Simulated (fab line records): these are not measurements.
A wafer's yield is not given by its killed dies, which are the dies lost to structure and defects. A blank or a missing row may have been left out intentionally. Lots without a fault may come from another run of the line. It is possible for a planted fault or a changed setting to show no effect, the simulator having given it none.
Struck lot and sound lot, side by side | flow sky130 | 15 out of 708 route steps
Sound: the wafers L166.1, L166.5, L166.6. Wafers L159.3, L159.5, L159.6 were the ones struck. At the end, the cause is stated.
Order at every step that has rows: each side's tool, ch and its chambers, its first start. Under that, the readings that differ: sound wafers | struck wafers | difference of the means | sigmas: that difference in standard deviations of wafers without a fault.
alike: same words and numbers on both sides, and readings whose means sit less than 2 such deviations apart. not compared: any withheld reading, any reading some wafer has no value for, any bound like >300 that may hide the same value, and any number with overlapping values for which the record gives no deviation.
A row with sigmas, a row that says differs or no value, or rows on one side alone: a step with any of these is where the two part. Non-overlapping numbers with no deviation appear without sigmas and do not part them. A reading that every wafer of one side lacks parts them only if that side has two wafers or more.

first, 6 steps without rows for these wafers: SKY_LDD_N_HMDS_01 (prime time 60 s); SKY_LDD_N_COAT_02 (resist thk 300 nm); SKY_LDD_N_SOFTBAKE_03 (time 60 s); SKY_LDD_N_EXPOSE_04 (exposes mask NTM, target cd 840 nm); SKY_LDD_N_PEB_05; SKY_LDD_N_DEVELOP_06 (develop time 60 s).
SKY_LDD_N_OVL_MEAS_07:
  struck on overlay-01, day 23 03:49; sound on overlay-01, day 25 07:17
  alike: LDD_N_OVL
then, 5 steps without rows for these wafers: SKY_LDD_N_IMPLANT_08; SKY_LDD_N_IMPLANT_09; SKY_LDD_N_IMPLANT_10; SKY_LDD_N_IMPLANT_11; SKY_LDD_N_IMPLANT_12.
SKY_LDD_N_IMPLANT_13:
  sound on implanter-04 ch 0, day 25 08:05; struck on implanter-04 ch 0, day 23 04:38
  reading                   | sound                | struck               | difference | sigmas
  beam energy keV           | 49.986 50.010 50.014 | 47.786 47.776 47.777 | -2.224     | -99 or more
  model.implant.rp nm (nm)  | 31.83 31.83 31.83    | 31.47 31.47 31.47    | -0.36      |
  model.implant.drp nm (nm) | 18.83 18.83 18.83    | 18.22 18.22 18.22    | -0.61      |
following that, these wafers have no rows for 1 step: SKY_LDD_N_IMPLANT_14.
-- record jumps: 26 days separate the struck wafers' starts on either side; left off in module LDD_N, taken up again in module PAD_OPEN, whose first shown step is the route's number 708 --
SKY_PAD_OPEN_PROBE_99:
  the record has rows for the struck wafers here (prober-02, day 49 00:05) and none for the sound ones

WHERE THEY PART
Last at SKY_PAD_OPEN_PROBE_99 as far as this record goes, first at SKY_LDD_N_IMPLANT_13.

WHY: what the simulator had put in
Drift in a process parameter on implanter-04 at SKY_LDD_N_IMPLANT_13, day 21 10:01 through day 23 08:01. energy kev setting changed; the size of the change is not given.
